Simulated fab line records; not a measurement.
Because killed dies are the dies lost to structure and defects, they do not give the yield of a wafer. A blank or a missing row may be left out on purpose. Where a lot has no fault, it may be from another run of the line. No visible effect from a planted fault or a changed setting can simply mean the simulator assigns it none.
What tool caused it? -- flow gf180mcu -- 36 wafers from 12 lots sampled at 4 of the route's 602 steps

== WHAT THE GAUGES SHOWED, per wafer ==
GF_V4_CD_MEAS_14: target cd 260 nm.
lot,measured,on,cd-nm (nm)
L945,day 24 03:58,cd-sem-01,260.2 260.0 260.1
L947,day 24 21:25,cd-sem-01,261.1 259.6 260.0
L948,day 25 03:23,cd-sem-01,259.4 259.5 259.2
L949,day 25 21:03,cd-sem-01,259.7 258.3 259.7
L950,day 25 23:13,cd-sem-02,258.5 258.3 257.5
L952,day 26 19:07,cd-sem-02,260.8 260.2 259.9
L958,day 28 23:08,cd-sem-02,268.2 270.7 269.5
L960,day 29 02:38,cd-sem-02,270.2 269.6 269.9
L959,day 29 08:59,cd-sem-02,268.8 270.0 269.9
L961,day 29 14:53,cd-sem-02,260.3 260.2 260.7
L962,day 30 02:23,cd-sem-02,259.2 258.8 258.9
L968,day 31 09:05,cd-sem-01,256.0 257.8 259.6

== WHAT TOOL EACH LOT RAN ON (gives the tool, then ch and the chambers of the sampled wafers, and finally the start) ==
lot,GF_V3_CVD_23,GF_V3_CMP_26,GF_V4_PEB_12
L945,"cvd-w-02 ch 0,1, day 22 03:27","cmp-02 ch 1,3, day 22 03:45","litho-track-01 ch 0, day 24 03:37"
L947,"cvd-w-02 ch 0,1, day 22 22:03","cmp-02 ch 0,1,2, day 22 22:28","litho-track-01 ch 0, day 24 21:05"
L948,"cvd-w-02 ch 0,1, day 23 04:09","cmp-01 ch 1,2, day 23 04:25","litho-track-04 ch 0, day 25 03:04"
L949,"cvd-w-02 ch 0,1, day 23 23:34","cmp-02 ch 0,1,2, day 23 23:53","litho-track-04 ch 0, day 25 20:42"
L950,"cvd-w-02 ch 0,1, day 24 01:53","cmp-02 ch 0,1,3, day 24 02:11","litho-track-04 ch 0, day 25 22:53"
L952,"cvd-w-01 ch 0,1, day 24 22:38","cmp-02 ch 1,2,3, day 24 23:01","litho-track-01 ch 0, day 26 18:46"
L958,"cvd-w-02 ch 0,1, day 27 05:51","cmp-01 ch 1,2,3, day 27 06:07","litho-track-04 ch 0, day 28 22:49"
L960,"cvd-w-01 ch 0,1, day 27 11:28","cmp-01 ch 0,1,3, day 27 11:46","litho-track-04 ch 0, day 29 02:19"
L959,"cvd-w-02 ch 0,1, day 27 16:28","cmp-01 ch 0,1,2, day 27 16:46","litho-track-04 ch 0, day 29 08:40"
L961,"cvd-w-01 ch 0,1, day 27 21:21","cmp-01 ch 0,2,3, day 27 21:42","litho-track-01 ch 0, day 29 14:34"
L962,"cvd-w-01 ch 0,1, day 28 10:05","cmp-02 ch 1,2,3, day 28 10:26","litho-track-02 ch 0, day 30 02:03"
L968,"cvd-w-01 ch 0,1, day 29 18:41","cmp-02 ch 1,2,3, day 29 19:05","litho-track-01 ch 0, day 31 08:45"
- GF_V3_CVD_23: deposits W, target thk 350 nm, time 104.9 s.
- GF_V3_CMP_26: polishes, stops on SiO2, t overpolish 15 s, target thk 0 nm.
- GF_V4_PEB_12: peb time 90 s.

== WHAT THE TOOLS THEMSELVES READ (means of the sampled wafers that have a number; where no wafer has one, the mark that the record gives instead) ==
GF_V3_CVD_23.
lot,tool,heater-power-outer-w (W),heater-power-w (W)
L945,cvd-w-02,544,852
L947,cvd-w-02,557,854
L948,cvd-w-02,510,809
L949,cvd-w-02,541,856
L950,cvd-w-02,559,849
L952,cvd-w-01,501,793
L958,cvd-w-02,551,848
L960,cvd-w-01,515,781
L959,cvd-w-02,561,858
L961,cvd-w-01,532,803
L962,cvd-w-01,509,788
L968,cvd-w-01,535,809

GF_V3_CMP_26.
lot,tool,motor-current-A (A),overpolish-run-s (s),platen-rpm (rpm),time-to-endpoint-s (s)
L945,cmp-02,11.7,14.998,59.98,87.6
L947,cmp-02,10.5,14.997,59.97,88.8
L948,cmp-01,10.1,14.995,60.00,88.7
L949,cmp-02,11.0,14.997,59.97,89.4
L950,cmp-02,11.1,14.996,60.02,89.2
L952,cmp-02,11.7,15.001,59.99,89.4
L958,cmp-01,10.7,14.998,60.01,88.2
L960,cmp-01,11.6,14.993,59.98,87.7
L959,cmp-01,10.7,15.010,60.00,88.2
L961,cmp-01,11.3,15.008,60.00,87.7
L962,cmp-02,12.1,14.997,59.96,85.8
L968,cmp-02,11.8,15.004,59.99,82.9

GF_V4_PEB_12.
lot,tool,chill-plate-temp-C (C),heater-power-total-W (W),plate-temp-C (C)
L945,litho-track-01,23.09,85.70,135.15
L947,litho-track-01,23.16,85.73,134.93
L948,litho-track-04,23.03,85.73,134.96
L949,litho-track-04,22.89,85.70,135.08
L950,litho-track-04,22.91,85.72,135.07
L952,litho-track-01,23.09,85.68,134.85
L958,litho-track-04,23.00,89.05,138.85
L960,litho-track-04,23.03,89.08,138.96
L959,litho-track-04,23.00,89.02,138.80
L961,litho-track-01,23.07,85.70,134.94
L962,litho-track-02,23.01,85.75,134.87
L968,litho-track-01,22.80,85.68,134.93

== THE ANSWER, worked out from the rows above alone ==
Rule: the usual values come from the lots themselves. The widest of any qualifying gaps counts: lots, ordered by their means at a reading, are off when they make up no more than a third of the lots, leave a main group of 4 or more, and stand apart from it by 3 or more times the standard deviation of that group's means. Not used: any main group whose means are identical at the precision the tables above print for the reading. Also off: a lot with no number at a reading for which 4 or more lots have one. All remaining lots with rows at the step are treated as sound. Order of review: gauges by route order, followed by the tools' own readings, for which a lot's mean as printed above is used. At the first step where some lot is off, the reading lying furthest off is the one used; lots without a number count as furthest.
Off at GF_V4_CD_MEAS_14 (cd-nm): L958, L960, L959. The main group has a mean of 259.4 nm with a standard deviation of 0.91.
A tool fits if, at a process step before that reading, it ran every lot that is off, and no sound lot after the first of them. Not tried: the gauges at GF_V4_CD_MEAS_14; whatever is off there is also off at GF_V4_PEB_12, on other tools, and gauge error can't account for it. One candidate fits, namely litho-track-04 at GF_V4_PEB_12. A fault onset in the window from L950 (day 25 22:53, its last sound lot) to L958 (day 28 22:49, its first lot off) fits.
The tool's own readings at GF_V4_PEB_12 bear it out: on the lots that are off they differ by more than 5 times the standard deviation of the sound lots' means. heater-power-total-W reads 89.05 W there against 85.71 W on the sound lots; plate-temp-C reads 138.87 C there against 134.98 C on the sound lots.

== WHAT THE SIMULATOR PUT IN ==
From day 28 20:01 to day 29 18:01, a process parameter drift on litho-track-04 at GF_V4_PEB_12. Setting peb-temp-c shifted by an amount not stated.
Struck lots among those shown: L958, L960, L959. This agrees with what the rule above found.
